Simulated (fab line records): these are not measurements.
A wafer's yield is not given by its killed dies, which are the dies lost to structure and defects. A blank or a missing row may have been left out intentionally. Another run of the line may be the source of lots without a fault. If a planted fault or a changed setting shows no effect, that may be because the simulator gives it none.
Which of the tools did it? / flow sky130 / 12 lots with 36 wafers sampled at 2 steps, on a route of 708 steps

WHAT THE GAUGES READ, wafer by wafer
SKY_VIA1_RS_MEAS_22: measurement is done with a four-point probe.
lot=L845; measured=day 34 12:39; on=film-metro-03; VIA1_W_RS (ohm/sq)=0.423 0.424 0.423
lot=L846; measured=day 34 19:16; on=film-metro-03; VIA1_W_RS (ohm/sq)=0.425 0.422 0.429
lot=L849; measured=day 35 18:31; on=film-metro-03; VIA1_W_RS (ohm/sq)=0.421 0.426 0.423
lot=L847; measured=day 35 20:10; on=film-metro-03; VIA1_W_RS (ohm/sq)=0.435 0.422 0.425
lot=L848; measured=day 35 21:16; on=film-metro-04; VIA1_W_RS (ohm/sq)=0.423 0.428 0.424
lot=L851; measured=day 36 11:07; on=film-metro-01; VIA1_W_RS (ohm/sq)=0.419 0.423 0.421
lot=L852; measured=day 36 15:32; on=film-metro-03; VIA1_W_RS (ohm/sq)=0.428 0.426 0.424
lot=L853; measured=day 36 23:34; on=film-metro-01; VIA1_W_RS (ohm/sq)=0.427 0.425 0.423
lot=L858; measured=day 38 10:03; on=film-metro-01; VIA1_W_RS (ohm/sq)=0.426 0.435 0.433
lot=L859; measured=day 38 20:57; on=film-metro-03; VIA1_W_RS (ohm/sq)=0.425 0.428 0.427
lot=L864; measured=day 40 10:17; on=film-metro-03; VIA1_W_RS (ohm/sq)=0.424 0.429 0.426
lot=L867; measured=day 41 09:29; on=film-metro-03; VIA1_W_RS (ohm/sq)=0.436 0.434 0.436

WHICH TOOL RAN EACH LOT (tool, then ch and the chambers of the sampled wafers, then the start)
lot=L845; SKY_VIA1_ETCH_15=rie-diel-02 ch 0,2,3, day 34 11:52
lot=L846; SKY_VIA1_ETCH_15=rie-diel-02 ch 0,2,3, day 34 18:28
lot=L849; SKY_VIA1_ETCH_15=rie-diel-04 ch 1,2,3, day 35 17:38
lot=L847; SKY_VIA1_ETCH_15=rie-diel-04 ch 0,1,3, day 35 19:16
lot=L848; SKY_VIA1_ETCH_15=rie-diel-01 ch 1,2,3, day 35 20:20
lot=L851; SKY_VIA1_ETCH_15=rie-diel-04 ch 0,3, day 36 10:19
lot=L852; SKY_VIA1_ETCH_15=rie-diel-01 ch 0,1,2, day 36 14:43
lot=L853; SKY_VIA1_ETCH_15=rie-diel-04 ch 0,1,2, day 36 22:46
lot=L858; SKY_VIA1_ETCH_15=rie-diel-01 ch 0,1,3, day 38 08:55
lot=L859; SKY_VIA1_ETCH_15=rie-diel-01 ch 0,1, day 38 19:41
lot=L864; SKY_VIA1_ETCH_15=rie-diel-04 ch 0,3, day 40 09:26
lot=L867; SKY_VIA1_ETCH_15=rie-diel-01 ch 0,1,3, day 41 08:40
- SKY_VIA1_ETCH_15: etches SiO2 in C4F8/O2/Ar, stops on TiN, target depth 351 nm, time 54 s.

AS READ BY THE TOOLS THEMSELVES (means over the sampled wafers that have a number; for cases with no such wafer, the mark the record gives instead)
SKY_VIA1_ETCH_15.
lot=L845; tool=rie-diel-02; bias-w (W)=1199; oes-product-au (a.u.)=0.984
lot=L846; tool=rie-diel-02; bias-w (W)=1202; oes-product-au (a.u.)=0.983
lot=L849; tool=rie-diel-04; bias-w (W)=1200; oes-product-au (a.u.)=0.988
lot=L847; tool=rie-diel-04; bias-w (W)=1199; oes-product-au (a.u.)=0.982
lot=L848; tool=rie-diel-01; bias-w (W)=1201; oes-product-au (a.u.)=0.979
lot=L851; tool=rie-diel-04; bias-w (W)=1201; oes-product-au (a.u.)=0.985
lot=L852; tool=rie-diel-01; bias-w (W)=1200; oes-product-au (a.u.)=0.988
lot=L853; tool=rie-diel-04; bias-w (W)=1202; oes-product-au (a.u.)=0.975
lot=L858; tool=rie-diel-01; bias-w (W)=1210; oes-product-au (a.u.)=0.985
lot=L859; tool=rie-diel-01; bias-w (W)=1210; oes-product-au (a.u.)=0.983
lot=L864; tool=rie-diel-04; bias-w (W)=1200; oes-product-au (a.u.)=0.984
lot=L867; tool=rie-diel-01; bias-w (W)=1203; oes-product-au (a.u.)=0.984

THE ANSWER, worked out from the rows above alone
Rule: what is usual is taken from the lots themselves. Put in order of their means at a reading, lots are off if they are a third of the lots or fewer, leave a main group of 4 or more, and stand apart from it by a gap of 3 or more times the standard deviation of the main group's means; of several such gaps the widest counts. Not used: any main group whose means are identical at the precision the tables above print for the reading. A lot without any number at a reading at which 4 lots or more have one is off too. All remaining lots with rows at the step are treated as sound. First the gauges in route order, then the tools' own readings, where a lot's mean is used as printed above. The first step at which some lot is off is used, and at that step the reading that is off furthest; a lot without a number counts as furthest.
Off: L858, L859, at SKY_VIA1_ETCH_15 (bias-w). For the main group the mean is 1201 W and the standard deviation 1.3.
A tool fits if, at that step or a process step before it, it ran every lot that is off, and no sound lot after the first of them. Not one of the candidates tried fits.

WHAT HAD BEEN PUT IN BY THE SIMULATOR
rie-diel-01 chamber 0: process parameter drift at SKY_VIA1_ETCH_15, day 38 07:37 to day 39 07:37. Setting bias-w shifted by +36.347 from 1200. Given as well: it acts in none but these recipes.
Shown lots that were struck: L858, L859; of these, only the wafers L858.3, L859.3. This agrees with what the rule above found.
